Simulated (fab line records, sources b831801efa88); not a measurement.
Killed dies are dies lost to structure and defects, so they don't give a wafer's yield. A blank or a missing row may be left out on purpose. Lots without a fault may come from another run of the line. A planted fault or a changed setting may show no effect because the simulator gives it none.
A struck lot beside a sound one | flow sfq_line | 42 steps out of a route of 325
Sound: wafers L373.2, L373.5, L373.6. Struck: wafers L371.3, L371.5, L371.6. The cause comes at the end.
At each step with rows: each side's tool, then ch and its chambers, then its first start. Under that, the readings that differ: sound wafers | struck wafers | difference of the means | sigmas: that difference in standard deviations of wafers without a fault.
alike: readings whose means differ by less than 2 such deviations, and words and numbers that are the same on both sides. not compared: withheld readings, readings that some wafer has no value for, bounds like >300 that may hide the same value, and numbers for which the record gives no deviation and whose values overlap.
The two part at a step that has a row with sigmas, a row that says differs or no value, or rows on one side only. Numbers that don't overlap but have no deviation are shown without sigmas and don't part them. A reading that every wafer of one side lacks parts them only if that side has two wafers or more.

first, 6 steps without rows for these wafers: SFQ_TRILAYER_M4_LITHO_COAT_098 (resist thk 62 nm); SFQ_TRILAYER_M4_LITHO_COAT_093 (resist thk 600 nm); SFQ_TRILAYER_M4_LITHO_SOFTBAKE_097; SFQ_TRILAYER_M4_LITHO_EXPOSE_094 (exposes mask M4, target cd 500 nm); SFQ_TRILAYER_M4_LITHO_PEB_096 (peb time 60 s); SFQ_TRILAYER_M4_LITHO_DEVELOP_095 (time 60 s).
SFQ_M4_OVL_MEAS_926:
  sound on overlay-01, day 38 10:38; struck on overlay-01, day 38 03:27
  alike: M4_OVL
SFQ_TRILAYER_M4_BARC_OPEN_METAL_ETCH_123: etches BARC in O2, target depth 125 nm, time 41.7 s.
  sound on rie_metal-04 ch 0,1, day 38 10:40; struck on rie_metal-02 ch 1, day 38 03:31
  reading                     | sound       | struck      | difference | sigmas
  drypump_motor_current_A (A) | 4.8 4.8 5.1 | 5.9 5.9 6.0 | +1.0       | +3
  alike: oes_product_au
  not compared: rf_hours_counter_h
then, 1 step without rows for these wafers: SFQ_TRILAYER_M4_ETCH_METAL_ETCH_096 (etches Nb in Cl2/Ar, stops on SiO2, target depth 240 nm, time 120 s).
SFQ_TRILAYER_M4_STRIP_STRIP_097: strips in O2.
  sound on rie_metal-04 ch 0,1, day 38 10:52; struck on rie_metal-02 ch 1, day 38 04:14
  reading                     | sound             | struck            | difference | sigmas
  drypump_motor_current_A (A) | 4.8 4.9 5.1       | 6.0 5.9 5.9       | +1.0       | +3
  oes_product_au (a.u.)       | 1.019 1.021 1.012 | 0.988 0.994 0.998 | -0.024     | -2
  not compared: rf_hours_counter_h
then, 1 step without rows for these wafers: SFQ_TRILAYER_M4_STRIP_SOLV_CLEAN_098 (cleans in NMP, time 600 s).
SFQ_TRILAYER_I4_DEP_PECVD_099: deposits SiO2 from SiH4/N2O, time 111.11 s, target thk 500 nm.
  sound on pecvd-03 ch 0,1,2, day 38 11:39; struck on pecvd-01 ch 0,1,2, day 38 05:23
  alike: heater_power_w, throttle_valve_pct
  not compared: since_wet_clean_h
-- the record jumps here: 3 days lie between the struck wafers' starts before and after --
SFQ_TRILAYER_I4_CMP_CMP_100: polishes SiO2.
  sound on cmp-01 ch 1,2, day 41 02:23; struck on cmp-02 ch 0,3, day 40 18:43
  reading                                             | sound           | struck          | difference | sigmas
  time_to_endpoint_s (s)                              | 195 207 197     | 223 238 215     | +26        | +2
  model.SiO2_of_TRILAYER_I4_DEP_PECVD_099.thk_nm (nm) | 198 199.7 196.9 | 180.2 181.3 179 | -18.0      |
  alike: motor_current_A
SFQ_I4_BOW_MEAS_927:
  sound on film_metro-02, day 41 05:25; struck on film_metro-03, day 40 21:15
  alike: I4_BOW
SFQ_TRILAYER_I4_METRO_MEASURE_101:
  sound on film_metro-02, day 41 05:43; struck on film_metro-03, day 40 21:44
  reading     | sound             | struck            | difference | sigmas
  thk_nm (nm) | 198.0 199.7 197.0 | 180.4 181.3 179.0 | -18.0      | -12
then, 6 steps without rows for these wafers: SFQ_TRILAYER_I4_VIA_LITHO_COAT_108 (resist thk 62 nm); SFQ_TRILAYER_I4_VIA_LITHO_COAT_103 (resist thk 650 nm); SFQ_TRILAYER_I4_VIA_LITHO_SOFTBAKE_107; SFQ_TRILAYER_I4_VIA_LITHO_EXPOSE_104 (exposes mask I4, target cd 700 nm); SFQ_TRILAYER_I4_VIA_LITHO_PEB_106 (peb time 60 s); SFQ_TRILAYER_I4_VIA_LITHO_DEVELOP_105 (time 60 s).
-- the record jumps here: 4 days lie between the struck wafers' starts before and after --
SFQ_I4_OVL_MEAS_928:
  sound on overlay-02, day 45 05:52; struck on overlay-01, day 44 20:17
  alike: I4_OVL
SFQ_TRILAYER_I4_VIA_BARC_OPEN_VIA_ETCH_146: etches BARC in O2, target depth 125 nm, time 41.7 s.
  sound on rie_diel-03 ch 0,1, day 45 05:54; struck on rie_diel-03 ch 0,3, day 44 20:18
  alike: drypump_motor_current_A, oes_product_au
  not compared: rf_hours_counter_h
SFQ_TRILAYER_I4_VIA_ETCH_VIA_ETCH_106: etches SiO2 in CHF3, stops on Nb, target depth 260 nm.
  sound on rie_diel-03 ch 0,1, day 45 05:56; struck on rie_diel-03 ch 0,3, day 44 20:20
  reading                        | sound             | struck            | difference | sigmas
  oes_product_au (a.u.)          | 0.844 0.857 0.847 | 0.813 0.810 0.802 | -0.041     | -8
  model.etch.depth_nm (nm)       | 198 199.7 196.9   | 180.2 181.3 179   | -18.0      |
  model.I4.feature_depth_nm (nm) | 198 199.7 196.9   | 180.2 181.3 179   | -18.0      |
  alike: drypump_motor_current_A
then, 7 steps without rows for these wafers: SFQ_TRILAYER_I4_VIA_STRIP_STRIP_107 (strips in O2); SFQ_TRILAYER_I4_VIA_STRIP_SOLV_CLEAN_108 (cleans in NMP, time 600 s); SFQ_TRILAYER_JJ_TRILAYER_DEP_PRE_CLEAN_113 (time 22.5 s); SFQ_TRILAYER_JJ_TRILAYER_DEP_SPUTTER_109 (material Nb, target thk 150 nm, time 100 s); SFQ_TRILAYER_JJ_TRILAYER_DEP_SPUTTER_110 (material Al, target thk 8 nm, time 10 s); SFQ_TRILAYER_JJ_TRILAYER_DEP_AL_OXIDATION_111 (oxidation time 600 s); SFQ_TRILAYER_JJ_TRILAYER_DEP_SPUTTER_112 (material Nb, target thk 170 nm, time 113.3 s).
SFQ_JJ_RS_MEAS_929: measures by four-point-probe.
  sound on film_metro-01, day 45 08:39; struck on film_metro-01, day 44 22:28
  alike: JJ_NB_RS
then, 6 steps without rows for these wafers: SFQ_TRILAYER_JJ_CE_LITHO_COAT_119 (resist thk 62 nm); SFQ_TRILAYER_JJ_CE_LITHO_COAT_114 (resist thk 600 nm); SFQ_TRILAYER_JJ_CE_LITHO_SOFTBAKE_118; SFQ_TRILAYER_JJ_CE_LITHO_EXPOSE_115 (exposes mask J5, target cd 700 nm); SFQ_TRILAYER_JJ_CE_LITHO_PEB_117 (peb time 60 s); SFQ_TRILAYER_JJ_CE_LITHO_DEVELOP_116 (time 60 s).
-- the record jumps here: 5 days lie between the struck wafers' starts before and after --
SFQ_JJ_OVL_MEAS_931:
  sound on overlay-02, day 50 19:23; struck on overlay-01, day 50 06:12
  alike: J5_OVL
SFQ_TRILAYER_JJ_CE_METRO_MEASURE_117:
  sound on cd_sem-01, day 50 19:37; struck on cd_sem-01, day 50 06:37
  alike: cd_nm
then, 1 step without rows for these wafers: SFQ_TRILAYER_JJ_CE_BARC_OPEN_RIE_150 (chemistry O2, target BARC, target depth 240 nm, time 80 s).
-- the record jumps here: 6 days lie between the struck wafers' starts before and after --
SFQ_TRILAYER_M5_ETCH_METAL_ETCH_126: etches Nb in Cl2/BCl3, stops on SiO2, time 203.2 s, target depth 265 nm.
  sound on rie_metal-02 ch 0,1, day 57 02:55; struck on rie_metal-02 ch 0,1, day 56 14:13
  reading                                             | sound           | struck          | difference | sigmas
  model.SiO2_of_TRILAYER_I4_DEP_PECVD_099.thk_nm (nm) | 178 179.6 176.9 | 160 161.1 158.8 | -18        |
  alike: drypump_motor_current_A, oes_product_au
  not compared: rf_hours_counter_h

WHERE THEY PART
First at SFQ_TRILAYER_M4_BARC_OPEN_METAL_ETCH_123; last, within this record, at SFQ_TRILAYER_I4_VIA_ETCH_VIA_ETCH_106. Later steps at which nothing parts them and some readings are alike: SFQ_JJ_RS_MEAS_929, SFQ_JJ_OVL_MEAS_931, SFQ_TRILAYER_JJ_CE_METRO_MEASURE_117, SFQ_TRILAYER_M5_ETCH_METAL_ETCH_126.

WHY: what the simulator had put in
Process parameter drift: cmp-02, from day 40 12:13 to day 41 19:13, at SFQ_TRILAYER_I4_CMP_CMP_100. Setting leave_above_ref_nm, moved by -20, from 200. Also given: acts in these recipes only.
